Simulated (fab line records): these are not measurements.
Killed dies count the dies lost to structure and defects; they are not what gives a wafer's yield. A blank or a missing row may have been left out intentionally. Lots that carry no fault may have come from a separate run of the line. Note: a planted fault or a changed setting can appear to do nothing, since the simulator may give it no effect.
8D (eight disciplines) problem report, filled in by code    flow sky130    the parts of the form that need people (team, actions taken, sign-off) are left out

== 1. THE ISSUE ==
Wafers free of any fault read 68.64 ohm/sq (standard deviation 0.12) for SD_N_RS at SKY_SD_N_RS_MEAS_16, against a mean of 71.94 ohm/sq on 6 wafers of 2 lots. That puts it +27 standard deviations away from the usual mean.
The step: measures by four-point-probe.
First seen on wafer L333.1, day 34 17:22, on film metro-01. Wafers with a number at this step in the record: 33, from 11 lots. The rule behind "out" and "out of limits": a value lying over 4 standard deviations away from the usual mean. The other wafers with a number count as sound.

== 2. WHAT IT IS, WHAT IT ISN'T ==
question                     is                            is not
which readings at this step  SD_N_RS                       -
which lots                   L333, L334                    L312, L313, L316, L318, L320, L324, L327, L331, L335
which wafers of those lots   all that have a number        -
read on which gauges         film metro-01, film metro-03  film metro-04
when                         from day 34 17:22             up to then (21 sound wafers); but 6 sound wafers of L331, L335 came after

== 3. THE SUSPECTS, EACH WITH WHAT RULES IT OUT ==
Counting: a tool at any process step up to the reading remains a suspect when it ran all the lots that are out and ran no sound lot after the first of those.
- the gauge at SKY_SD_N_RS_MEAS_16: ruled out. Those wafers that are out were read across 2 gauges (film metro-01, film metro-03).
- rie diel-04 at SKY_SPACER_ETCHBACK_02 (etches Si3N4 in CH3F/O2, stops on SiO2, time 46.7 s, target depth 45 nm): kept. It processed each lot that is out, first L333 at day 30 04:13, and no sound lot thereafter; up to then, the last sound lot it processed was L312 at day 22 21:16.
- rtp anneal-02 at SKY_SD_N_RTA_14 (time 2 s): kept. It processed each lot that is out, first L333 at day 34 17:11, and no sound lot thereafter; up to then, the last sound lot it processed was L324 at day 32 00:29. Its own lamp power pct readings are out on those wafers.
After counting, rie diel-04 at SKY_SPACER_ETCHBACK_02 and rtp anneal-02 at SKY_SD_N_RTA_14 remain.

== 4. THE CAUSE (what the simulator had put in) ==
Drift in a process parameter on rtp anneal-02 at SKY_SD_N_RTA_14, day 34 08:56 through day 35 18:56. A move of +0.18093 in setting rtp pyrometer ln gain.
2 suspects survive the count, and this tool is in that group.

== 5. SEQUENCE OF EFFECTS, ordered by route ==
Each row: a reading where the mean over the struck wafers with a number is more than 3 standard deviations away from the usual. Only readings for which the record gives a usual standard deviation are gone through. hours: the time from each lot's start at the first step in this table that gives one to its start at this step, as a median over the lots. sigmas: the change in usual standard deviations.
hours  step                 reading         usual         on struck wafers  change  sigmas
0      SKY_SD_N_RTA_14      lamp power pct  15.74 %       15.03             -0.71   -13
0      SKY_SD_N_RS_MEAS_16  SD_N_RS         68.64 ohm/sq  71.94             +3.30   +27
0      SKY_SD_N_RS_MEAS_17  SD_P_RS         147.3 ohm/sq  166.3             +19.0   +47
Process steps it contains:
- SKY_SD_N_RTA_14: time 2 s.

== 6. WHAT WOULD HAVE CAUGHT IT SOONER ==
In this record the first reading out of limits at a measuring or inspecting step was taken at day 34 17:22, 8 hours after the fault began at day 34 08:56.
The tool's own readings at SKY_SD_N_RTA_14 were out on every struck wafer that the step has a row for (lamp power pct): an alarm limit on them would have fired on the first of those.
Among the 2 lots that are out, L334 began SKY_SD_N_RTA_14 on rtp anneal-02 after day 34 17:22. A hold on the tool at that time would have spared it.
